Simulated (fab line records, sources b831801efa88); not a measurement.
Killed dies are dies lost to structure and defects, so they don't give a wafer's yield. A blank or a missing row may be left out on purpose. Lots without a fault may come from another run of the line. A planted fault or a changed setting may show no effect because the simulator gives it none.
fab line records | flow sky130
record lots=6 wafers=18 last_day=49
route steps=708 shown LDD_LDN@301 SPACER@304 POLY_CUT@307
lots that met no fault: from a run of the same line without faults
start_h: hours from the record's first day to the start of the lot's first wafer shown | wait_h: hours since the lot's step before | " the same as in the row above | L1.1+2: a row that stands for several wafers | - no value, or no start given | * or withheld: withheld | < > ~ a bound
route shown NAME@n: a module of which the file shows steps, and the number in the route of the first | usual: mean/standard deviation of fault-free wafers | same: alike in all rows | chamber/n: place in a boat | sites: the reading at each site | _std_site: their standard deviation | _edge_site: outer sites' mean less inner sites' | radius_mm: how far each site lies from the wafer's centre | mask NAME#n: copy n | behind: the tool/chamber that last shaped the wafer | hold: why the lot was held/for how many hours/how that ended | device: the transistor (n, p or np) that didn't switch | end of line: the same wafers' tests at the end of the route | a step without rows: its recipe alone | killed: dies lost to structure and defects at the first sort, not the wafer's yield | map: a wafer's dies, x killed, . not, _ none there
set.NAME: the setting as run; set.NAME@STEP: as run at that earlier step | model.NAME: the simulator's own value behind a step, which no gauge read
lots at some steps of the route; a table a step, a row a wafer
services: from which hour (start_h, from the record's first day; less than 0 if before it) a tool's chamber was out of use, for how many hours, and why
## steps
# step SKY_LDD_LDN_STRIP_12
# recipe chemistry=O2/N2 power_w=1400 pressure_mtorr=1500 platen_temp_c=withheld o2_flow_sccm=3000 n2_flow_sccm=300 overash_fraction=0.5
# usual drypump_motor_current_A=5.66/0.23 n2_flow_sccm=299.9/0.93 oes_product_au=0.716/0.0044 strip_time_to_endpoint_s=14.18/0.035
# columns lot.wafer tool chamber start_h wait_h drypump_motor_current_A n2_flow_sccm oes_product_au rf_hours_counter_h strip_time_to_endpoint_s
L468.1 plasma_asher-02 0 539.83 0.1 5.41 300.3 0.723 43 14.21
L468.5 " 0 " " 5.43 299.1 0.719 - 14.18
L468.6 " 1 " " 5.56 299.4 0.712 - 14.24
L474.1 plasma_asher-03 0 591.24 0.1 6.00 299.5 0.711 77 14.21
L474.2 " 1 " " 5.92 301.4 0.711 77 14.19
L474.5 " 1 " " 5.90 300.6 0.715 - 14.23
L477.1 plasma_asher-01 0 611.16 0.1 5.56 300.4 0.717 15 14.18
L477.3 " 0 " " 5.56 299.6 0.710 - 14.20
L477.5 " 0 " " 5.56 301.3 0.717 - 14.15
L483.3 plasma_asher-01 1 659.33 0.1 6.04 299.4 0.720 - 14.18
L483.5 " 1 " " 6.01 301.7 0.713 - 14.14
L483.6 " 0 " " 5.52 299.5 0.718 - 14.15
L486.1 plasma_asher-02 1 694.15 0.1 5.57 299.0 0.715 57 14.20
L486.3 " 0 " " 5.40 301.5 0.715 - 14.19
L486.4 " 1 " " 5.57 298.9 0.715 - 14.22
L487.2 plasma_asher-02 0 695.35 0.1 5.43 299.9 0.714 57 14.17
L487.3 " 1 " " 5.56 300.6 0.716 - 14.17
L487.4 " 0 " " 5.42 300.0 0.720 - 14.18
# step SKY_LDD_LDN_TW_MEAS_13
# usual LDD_LDN_TW=1478/13
# columns lot.wafer tool chamber start_h wait_h LDD_LDN_TW
L468.1 film_metro-02 - 539.93 0.1 1496
L468.5 " - " " 1505
L468.6 " - " " 1506
L474.1 film_metro-02 - 591.34 0.1 1505
L474.2 " - " " 1507
L474.5 " - " " 1500
L477.1 film_metro-01 - 611.26 0.1 1470
L477.3 " - " " 1465
L477.5 " - " " 1469
L483.3 film_metro-01 - 659.42 0.1 1469
L483.5 " - " " 1465
L483.6 " - " " 1454
L486.1 film_metro-01 - 694.25 0.1 1471
L486.3 " - " " 1460
L486.4 " - " " 1465
L487.2 film_metro-01 - 695.46 0.1 1464
L487.3 " - " " 1470
L487.4 " - " " 1471
# step SKY_LDD_LDN_CLEAN_14
# recipe chemistry=SC1/SC2 mix=1:4:20 temp_c=70 time_s=150 dry=n2_spin
# step SKY_SPACER_CVD_00
# recipe material=Si3N4 precursor=DCS/NH3 target_thk_nm=43.1 temp_c=770 time_s=740 pressure_mtorr=250
# step SKY_SPACER_THK_MEAS_01
# recipe reads=Si3N4_of_SPACER_CVD_00
# usual SPACER_CVD_00_THK=43.1/0.47
# columns lot.wafer tool chamber start_h wait_h SPACER_CVD_00_THK[nm]
L468.1 film_metro-01 - 541.25 0.0 42.2
L468.5 " - " " 42.0
L468.6 " - " " 42.0
L474.1 film_metro-03 - 593.04 0.0 42.7
L474.2 " - " " 43.2
L474.5 " - " " 42.8
L477.1 film_metro-01 - 612.84 0.0 42.8
L477.3 " - " " 43.2
L477.5 " - " " 43.1
L483.3 film_metro-01 - 660.74 0.0 43.0
L483.5 " - " " 43.0
L483.6 " - " " 42.9
L486.1 film_metro-04 - 696.16 0.0 43.1
L486.3 " - " " 42.8
L486.4 " - " " 43.0
L487.2 film_metro-01 - 697.38 0.0 43.7
L487.3 " - " " 44.0
L487.4 " - " " 43.6
# step SKY_SPACER_ETCHBACK_02
# recipe chemistry=CH3F/O2 target=Si3N4 stop_on=SiO2 source_w=400 bias_w=80 pressure_mtorr=25 ch3f_flow_sccm=40 O2_flow_sccm=30 time_s=46.7 target_depth_a=450
# usual drypump_motor_current_A=5.6/0.53 oes_product_au=0.855/0.0075 throttle_valve_pct=10.562/0.0094
# columns lot.wafer tool chamber start_h wait_h drypump_motor_current_A oes_product_au rf_hours_counter_h throttle_valve_pct
L468.1 rie_diel-01 1 541.31 0.1 5.6 0.841 82 10.567
L468.5 " 0 " " 5.9 0.844 - 10.572
L468.6 " 1 " " 5.6 0.850 - 10.560
L474.1 rie_diel-01 1 593.10 0.1 5.6 0.856 0 10.553
L474.2 " 3 " " 5.2 0.865 66 10.550
L474.5 " 3 " " 5.2 0.856 - 10.568
L477.1 rie_diel-04 1 612.90 0.1 5.6 0.855 4 10.561
L477.3 " 0 " " 6.3 0.858 12 10.560
L477.5 " 3 " " 6.1 0.857 - 10.563
L483.3 rie_diel-01 1 660.78 0.0 5.6 0.866 2 10.579
L483.5 " 1 " " 5.6 0.866 - 10.560
L483.6 " 0 " " 5.9 0.859 - 10.572
L486.1 rie_diel-04 0 696.22 0.1 6.3 0.854 14 10.585
L486.3 " 1 " " 5.6 0.851 5 10.552
L486.4 " 3 " " 6.2 0.855 26 10.570
L487.2 rie_diel-01 3 697.43 0.0 5.2 0.870 1 10.559
L487.3 " 0 " " 5.9 0.864 13 10.570
L487.4 " 2 " " 4.9 0.864 9 10.548
# step SKY_POLY_CUT_DEHYDRATE_00
# recipe temp_c=200 time_s=60
# step SKY_POLY_CUT_HMDS_01
# recipe prime_time_s=60 prime_temp_c=120
# step SKY_POLY_CUT_COAT_02
# recipe resist=BARC temp_c=withheld time_s=withheld spin_rpm=3000 resist_thk_nm=60
# step SKY_POLY_CUT_COAT_03
# recipe resist=KrF-thick spin_rpm=3000 resist_thk_nm=450
# step SKY_POLY_CUT_SOFTBAKE_04
# recipe temp_c=100 time_s=90 resist=KrF-thick
# step SKY_POLY_CUT_EXPOSE_05
# recipe mask_id=NPCM na=0.8 source_shape=annular sigma_inner=0.55 sigma_outer=0.85 target_cd_nm=270 dose_mj=32
# step SKY_POLY_CUT_PEB_06
# recipe peb_temp_c=withheld peb_time_s=withheld resist=KrF-thick
# usual chill_plate_temp_C=* exhaust_pa=45.1/0.87
# columns lot.wafer tool chamber start_h wait_h chill_plate_temp_C exhaust_pa
L468.1 litho_track-04 0 571 - * 46.3
L468.5 " 0 " " * 44.1
L468.6 " 0 " " * 45.7
L474.1 litho_track-02 0 622 - * 46.3
L474.2 " 0 " " * 47.6
L474.5 " 0 " " * 46.4
L477.1 litho_track-01 0 641 - * 45.0
L477.3 " 0 " " * 44.7
L477.5 " 0 " " * 45.6
L483.3 litho_track-01 0 688 - * 45.4
L483.5 " 0 " " * 45.2
L483.6 " 0 " " * 46.0
L486.1 litho_track-01 - 723 - - -
L486.3 " - " " - -
L486.4 " - " " - -
L487.2 litho_track-01 - 724 - - -
L487.3 " - " " - -
L487.4 " - " " - -
# step SKY_POLY_CUT_DEVELOP_07
# recipe develop_time_s=60 resist=KrF-thick dev_temp_c=21
## services
# columns tool chamber start_h hours kind
rie_diel-01 1 545.50 - clean
rie_diel-01 1 545.50 18.1 scheduled_down
rie_diel-01 1 545.50 18.1 vent_cycle
rie_diel-04 1 552.79 5.3 repair
rie_diel-04 1 577.94 4.3 repair
litho_track-04 - 582.66 - consumable_replace:filter
plasma_asher-02 - 585.92 7.5 repair
rie_diel-04 2 607.72 9.2 repair
plasma_asher-02 - 620.74 2.8 pm
rie_diel-01 1 625.38 13.7 repair
rie_diel-01 3 639.12 - clean
rie_diel-01 3 639.12 18.3 scheduled_down
rie_diel-01 3 639.12 18.3 vent_cycle
rie_diel-04 1 651.29 20.3 repair
rie_diel-01 - 677.06 0.5 repair
plasma_asher-01 - 677.68 2.8 pm
plasma_asher-03 - 685.28 4.2 repair
rie_diel-04 1 690.50 3.4 repair
plasma_asher-01 - 704.48 3.2 repair
plasma_asher-01 - 722.98 2.2 repair
## key
first_sign step=SKY_POLY_CUT_PEB_06 reading=tool_record direction=missing
effect none on later readings
met_at SKY_POLY_CUT_PEB_06
struck_wafers L486.1,L486.3,L486.4,L487.2,L487.3,L487.4
later_rows_left_out L486.1,L486.3,L486.4,L487.2,L487.3,L487.4
sort_left_out L486.1,L486.3,L486.4,L487.2,L487.3,L487.4
tester_left_out L486,L487
onset_between 688 723
fault kind=skipped_step_whole tool=litho_track-01 chamber=- onset_h=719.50 steps=SKY_POLY_CUT_PEB_06 scope=struck_lots_only
# tester_left_out: of these lots the tester's yield and bins aren't shown, on N5 and GAA mostly nor the transistor test; their killed dies are dies lost to structure and defects alone, not to doping, threshold or leakage, so they don't give the yield
# sort_left_out: the simulated sort isn't trusted on such a fault, so these wafers' sort isn't shown, and their yield isn't known
# later_rows_left_out: the simulator's readings of these wafers behind a module that went badly wrong aren't trusted and aren't shown, but for the sort
